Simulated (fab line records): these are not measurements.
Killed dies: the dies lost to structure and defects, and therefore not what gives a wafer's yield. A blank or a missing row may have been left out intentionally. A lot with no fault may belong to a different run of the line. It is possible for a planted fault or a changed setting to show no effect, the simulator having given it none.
Which tool was responsible? | flow sky130 | 11 lots, 33 wafers sampled, at 5 steps of a route of 708

WHAT EACH GAUGE READ, for each wafer
SKY_GATE_OXIDE_THK_MEAS_02. Usual: GATE_OXIDE_OXIDATION_00_THK gives 10.27 nm (standard deviation 0.17).
lot  | measured     | on           | GATE_OXIDE_OXIDATION_00_THK (nm) | flag
L210 | day 12 19:47 | filmMetro-03 | 10.06 10.11 10.20                | 
L211 | day 13 03:59 | filmMetro-02 | 9.97 10.20 10.36                 | 
L212 | day 13 12:55 | filmMetro-01 | 10.28 10.07 10.31                | 
L214 | day 13 18:21 | filmMetro-01 | 10.15 10.36 10.24                | 
L215 | day 14 10:21 | filmMetro-03 | 10.22 10.14 10.18                | 
L216 | day 14 16:26 | filmMetro-01 | 10.26 10.11 10.16                | 
L224 | day 17 19:41 | filmMetro-01 | 9.05 8.96 9.01 8.99 8.99 9.03    | OFF
L225 | day 18 03:45 | filmMetro-03 | 8.71 8.83 8.73 8.75 8.81 8.69    | OFF
L227 | day 18 12:00 | filmMetro-01 | 10.43 10.39 10.33                | 
L229 | day 19 11:46 | filmMetro-01 | 10.26 10.15 10.12                | 
L233 | day 20 13:44 | filmMetro-03 | 10.28 10.31 10.33                | 

SKY_METAL2_OVL_MEAS_16. Usual: METAL2_OVL gives -3 nm (standard deviation 5.9).
lot  | measured     | on         | METAL2_OVL (nm) | flag
L210 | day 34 22:33 | overlay-01 | -9 -9 -17       | 
L211 | day 35 08:03 | overlay-01 | -5 -6 -10       | 
L212 | day 35 15:19 | overlay-02 | 3 5 1           | 
L214 | day 36 00:15 | overlay-01 | -6 -7 5         | 
L215 | day 36 12:37 | overlay-01 | 3 4 -2          | 
L216 | day 37 01:23 | overlay-02 | -14 2 -7        | 
L224 | day 39 14:40 | overlay-02 | -8 -6 -16       | 
L225 | day 39 23:03 | overlay-01 | -6 -3 -16       | 
L227 | day 40 05:58 | overlay-01 | -15 -2 -9       | 
L229 | day 41 03:02 | overlay-02 | 0 -4 -6         | 
L233 | day 41 18:09 | overlay-02 | 3 -8 -1         | 

SKY_VIA2_CD_MEAS_12: the cd target is 200 nm. Usual: 200.1 nm for cdNm, sd 1.4.
lot  | measured     | on       | cdNm (nm)         | flag
L210 | day 36 02:17 | cdSem-02 | 197.8 198.5 197.4 | 
L211 | day 36 11:17 | cdSem-01 | 200.4 200.2 199.3 | 
L212 | day 36 18:40 | cdSem-02 | 199.5 199.9 199.9 | 
L214 | day 37 03:31 | cdSem-02 | 200.4 202.5 200.8 | 
L215 | day 37 15:58 | cdSem-02 | 201.1 200.0 200.5 | 
L216 | day 38 03:15 | cdSem-02 | 200.6 199.2 200.1 | 
L224 | day 40 15:56 | cdSem-01 | 199.0 200.1 200.4 | 
L225 | day 41 00:04 | cdSem-02 | 200.1 199.9 200.3 | 
L227 | day 41 07:13 | cdSem-01 | 203.3 204.7 203.2 | 
L229 | day 42 04:28 | cdSem-02 | 201.9 201.0 200.9 | 
L233 | day 42 19:12 | cdSem-01 | 200.0 200.0 201.6 | 

WHAT TOOL EACH LOT RAN ON (gives the tool, then ch and the chambers of the sampled wafers, and finally the start)
lot  | SKY_GATE_OXIDE_OXIDATION_01   | SKY_LDD_HVP_STRIP_09
L210 | furnace-01 ch 0, day 12 18:23 | plasmaAsher-01 ch 0,1, day 21 12:07
L211 | furnace-02 ch 0, day 13 02:33 | plasmaAsher-04 ch 0,1, day 22 00:03
L212 | furnace-02 ch 0, day 13 11:30 | plasmaAsher-01 ch 0,1, day 22 06:44
L214 | furnace-02 ch 0, day 13 16:56 | plasmaAsher-02 ch 0,1, day 22 15:52
L215 | furnace-01 ch 0, day 14 08:56 | plasmaAsher-04 ch 0,1, day 23 08:31
L216 | furnace-01 ch 0, day 14 15:02 | plasmaAsher-04 ch 0,1, day 23 20:37
L224 | furnace-02 ch 0, day 17 18:16 | plasmaAsher-02 ch 0,1, day 26 20:30
L225 | furnace-02 ch 0, day 18 02:19 | plasmaAsher-02 ch 0,1, day 27 08:11
L227 | furnace-01 ch 0, day 18 10:35 | plasmaAsher-01 ch 1, day 27 14:04
L229 | furnace-01 ch 0, day 19 10:21 | plasmaAsher-02 ch 0,1, day 28 13:37
L233 | furnace-02 ch 0, day 20 12:19 | plasmaAsher-02 ch 0,1, day 29 10:04
- SKY_GATE_OXIDE_OXIDATION_01: stabilise 600 s, purge 300 s, target thk 10.268 nm.
- SKY_LDD_HVP_STRIP_09: strips in O2/N2.

AS READ BY THE TOOLS THEMSELVES (means over the sampled wafers that have a number; for cases with no such wafer, the mark the record gives instead)
SKY_GATE_OXIDE_OXIDATION_01. Usual: spikeTcBottomC 919.3 C, standard deviation 1.1; spikeTcCentreC 900.3 C, standard deviation 1; spikeTcLowerC 901.0 C, standard deviation 1.9; spikeTcTopC 910.7 C, standard deviation 1; spikeTcUpperC 900.1 C, standard deviation 1.1; tubeCenterTempC 900 C, standard deviation 0.086; tube_center_temp_C_max 902.3, standard deviation 0.41; zonePowerCentrePct 18.07 %, standard deviation 0.18.
lot  | tool       | spikeTcBottomC (C) | spikeTcCentreC (C) | spikeTcLowerC (C) | spikeTcTopC (C) | spikeTcUpperC (C) | tubeCenterTempC (C) | tube_center_temp_C_max | zonePowerCentrePct (%) | flag
L210 | furnace-01 | 918.6              | 900.0              | 903.2             | 911.1           | 898.8             | 900                 | 902.3                  | 17.92                  | 
L211 | furnace-02 | 919.9              | 900.8              | 899.1             | 910.4           | 901.1             | 900                 | 902.1                  | 18.02                  | 
L212 | furnace-02 | 920.3              | 899.8              | 899.4             | 910.6           | 899.5             | 900                 | 902.2                  | 18.00                  | 
L214 | furnace-02 | 919.0              | 900.0              | 900.0             | 909.9           | 901.3             | 900                 | 902.2                  | 18.16                  | 
L215 | furnace-01 | 919.4              | 899.9              | 903.0             | 911.2           | 899.6             | 900                 | 902.1                  | 17.99                  | 
L216 | furnace-01 | 918.9              | 900.1              | 903.2             | 912.1           | 899.6             | 900                 | 902.4                  | 18.13                  | 
L224 | furnace-02 | 906.1              | 886.2              | 886.1             | 897.6           | 886.4             | 886                 | 888.5                  | 17.50                  | OFF
L225 | furnace-02 | 905.8              | 886.6              | 885.6             | 896.5           | 886.3             | 886                 | 888.8                  | 17.58                  | OFF
L227 | furnace-01 | 918.1              | 899.2              | 902.9             | 911.2           | 899.1             | 900                 | 902.6                  | 18.02                  | 
L229 | furnace-01 | 918.4              | 899.8              | 902.4             | 910.6           | 899.2             | 900                 | 902.6                  | 18.18                  | 
L233 | furnace-02 | 920.1              | 900.6              | 900.3             | 909.8           | 900.5             | 900                 | 902.3                  | 18.16                  | 

SKY_LDD_HVP_STRIP_09. Usual: drypumpMotorCurrentA 5.6 A, standard deviation 0.56; oesProductAu 0.409 a.u., standard deviation 0.0048; stripTimeToEndpointS 4.141 s, standard deviation 0.015.
lot  | tool           | drypumpMotorCurrentA (A) | oesProductAu (a.u.) | stripTimeToEndpointS (s) | flag
L210 | plasmaAsher-01 | 5.4                      | 0.410               | 4.144                    | 
L211 | plasmaAsher-04 | 5.7                      | 0.412               | 4.139                    | 
L212 | plasmaAsher-01 | 5.4                      | 0.408               | 4.149                    | 
L214 | plasmaAsher-02 | 5.9                      | 0.414               | 4.150                    | 
L215 | plasmaAsher-04 | 5.8                      | 0.411               | 4.145                    | 
L216 | plasmaAsher-04 | 5.7                      | 0.407               | 4.143                    | 
L224 | plasmaAsher-02 | 5.9                      | 0.408               | 4.122                    | 
L225 | plasmaAsher-02 | 5.4                      | 0.404               | 4.143                    | 
L227 | plasmaAsher-01 | 5.8                      | 0.406               | 4.117                    | 
L229 | plasmaAsher-02 | 5.9                      | 0.410               | 4.144                    | 
L233 | plasmaAsher-02 | 5.4                      | 0.407               | 4.129                    | 

THE ANSWER, worked out from the rows above alone
Rule: a lot is off if the mean of its wafers that have a number lies more than 3 standard deviations from the usual mean. A lot without any number at a reading at which 4 lots or more have one is off too. The other lots that the step has rows for count as sound. After the gauges, taken in route order, come the tools' own readings; for these a lot's mean is taken, as printed above. At the first step where some lot is off, the reading lying furthest off is the one used; lots without a number count as furthest.
Off: at SKY_GATE_OXIDE_THK_MEAS_02 (GATE_OXIDE_OXIDATION_00_THK), L224, L225.
If a tool, at a process step before that reading, ran all the lots that are off and no sound lot after the first of them, it fits. Not tried: the gauges at SKY_GATE_OXIDE_THK_MEAS_02; whatever is off there is also off at SKY_GATE_OXIDE_OXIDATION_01, on other tools, and gauge error can't account for it. None of those tried fits.

WHAT THE SIMULATOR HAD INSERTED
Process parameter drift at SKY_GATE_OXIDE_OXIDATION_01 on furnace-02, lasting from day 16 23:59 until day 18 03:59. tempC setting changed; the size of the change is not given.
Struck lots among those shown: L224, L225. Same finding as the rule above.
